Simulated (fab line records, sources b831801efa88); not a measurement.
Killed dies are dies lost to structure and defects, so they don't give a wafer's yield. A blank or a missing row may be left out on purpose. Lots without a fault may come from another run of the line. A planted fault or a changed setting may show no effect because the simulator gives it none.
A struck lot beside a sound one | flow sky130 | 17 steps out of a route of 708
Sound: wafers L573.1, L573.4, L573.6. Struck: wafer L582.1. (L582.3, L582.4 of the same lot were not struck and are left out.) The cause comes at the end.
At each step with rows: each side's tool, then ch and its chambers, then its first start. Under that, the readings that differ: sound wafers | struck wafers | difference of the means | sigmas: that difference in standard deviations of wafers without a fault.
alike: readings whose means differ by less than 2 such deviations, and words and numbers that are the same on both sides. not compared: withheld readings, readings that some wafer has no value for, bounds like >300 that may hide the same value, and numbers for which the record gives no deviation and whose values overlap.
The two part at a step that has a row with sigmas, a row that says differs or no value, or rows on one side only. Numbers that don't overlap but have no deviation are shown without sigmas and don't part them. A reading that every wafer of one side lacks parts them only if that side has two wafers or more.

SKY_VIA3_CMP_02: polishes SiO2.
  sound on cmp-01 ch 0,1,2, day 39 10:38; struck on cmp-01 ch 1, day 42 16:20
  alike: motor_current_A, slurry_filter_dp_kPa
SKY_VIA3_BOW_MEAS_03:
  sound on film_metro-01, day 39 10:50; struck on film_metro-04, day 42 16:38
  alike: VIA3_BOW
then, 8 steps without rows for these wafers: SKY_VIA3_DEHYDRATE_04 (time 60 s); SKY_VIA3_HMDS_05 (prime time 60 s); SKY_VIA3_COAT_06 (resist thk 60 nm); SKY_VIA3_COAT_07 (resist thk 450 nm); SKY_VIA3_SOFTBAKE_08 (time 90 s); SKY_VIA3_EXPOSE_09 (exposes mask VIM3, target cd 200 nm); SKY_VIA3_PEB_10; SKY_VIA3_DEVELOP_11 (develop time 60 s).
SKY_VIA3_CD_MEAS_12: target cd 200 nm.
  sound on cd_sem-02, day 40 11:37; struck on cd_sem-01, day 43 14:53
  alike: cd_nm
SKY_VIA3_OVL_MEAS_13:
  sound on overlay-02, day 40 11:44; struck on overlay-02, day 43 15:01
  reading       | sound   | struck | difference | sigmas
  VIA3_OVL (nm) | 2 -8 -4 | 9      | +12        | +2
SKY_VIA3_ETCH_14: etches BARC in N2/H2, stops on SiO2, time 45.9 s, target depth 60 nm.
  sound on rie_diel-01 ch 0,1, day 40 11:46; struck on rie_diel-04 ch 2, day 43 15:03
  reading                                     | sound             | struck | difference | sigmas
  rf_fwd_power_W (W)                          | 494.1 496.1 495.1 | 415.3  | -79.8      | -40
  model.KrF-thick_of_VIA3_COAT_07.thk_nm (nm) | 392.5 391.7 392.3 | 399.1  | +6.9       |
  alike: drypump_motor_current_A, oes_product_au, throttle_valve_pct
  not compared: rf_hours_counter_h
SKY_VIA3_ETCH_15: etches SiO2 in C4F8/O2/Ar, stops on TiN, target depth 507 nm, time 78 s.
  sound on rie_diel-01 ch 0,1, day 40 11:49; struck on rie_diel-04 ch 2, day 43 15:05
  reading                                     | sound           | struck | difference | sigmas
  model.KrF-thick_of_VIA3_COAT_07.thk_nm (nm) | 292.6 292.2 292 | 300.5  | +8.2       |
  alike: oes_product_au, rf_fwd_power_W
  not compared: rf_hours_counter_h
SKY_VIA3_STRIP_16: strips in O2/N2.
  sound on plasma_asher-03 ch 0,1, day 40 11:52; struck on plasma_asher-03 ch 1, day 43 15:09
  reading                      | sound             | struck | difference | sigmas
  strip_time_to_endpoint_s (s) | 4.123 4.138 4.147 | 4.230  | +0.094     | +4
  alike: drypump_motor_current_A, oes_product_au
  not compared: rf_hours_counter_h
then, 1 step without rows for these wafers: SKY_VIA3_STRIP_17 (strips in post etch residue remover, time 1200 s).
-- the record jumps here: 5 days lie between the struck wafers' starts before and after (it left off in module VIA3 and takes up again in module PAD_OPEN, whose first step shown is number 708 of the route) --
SKY_PAD_OPEN_PROBE_99:
  sound on prober-02, day 46 10:48; struck on prober-02, day 49 02:23
  reading               | sound       | struck | difference | sigmas
  sort_bin_6_memory (%) | 7.3 5.5 5.9 | 8.3    | +2.1       | +2
  alike: defect_limited_yield, killed_at_M0_to_M3, killed_at_M4_up, killed_at_contacts, killed_at_front_end, killed_at_other, killed_dies, killed_open, killed_short, sort_bin_3_pad_short, sort_bin_5_function, sort_n_pass, sort_yield_pct

WHERE THEY PART
First at SKY_VIA3_OVL_MEAS_13; last, within this record, at SKY_PAD_OPEN_PROBE_99.

WHY: what the simulator had put in
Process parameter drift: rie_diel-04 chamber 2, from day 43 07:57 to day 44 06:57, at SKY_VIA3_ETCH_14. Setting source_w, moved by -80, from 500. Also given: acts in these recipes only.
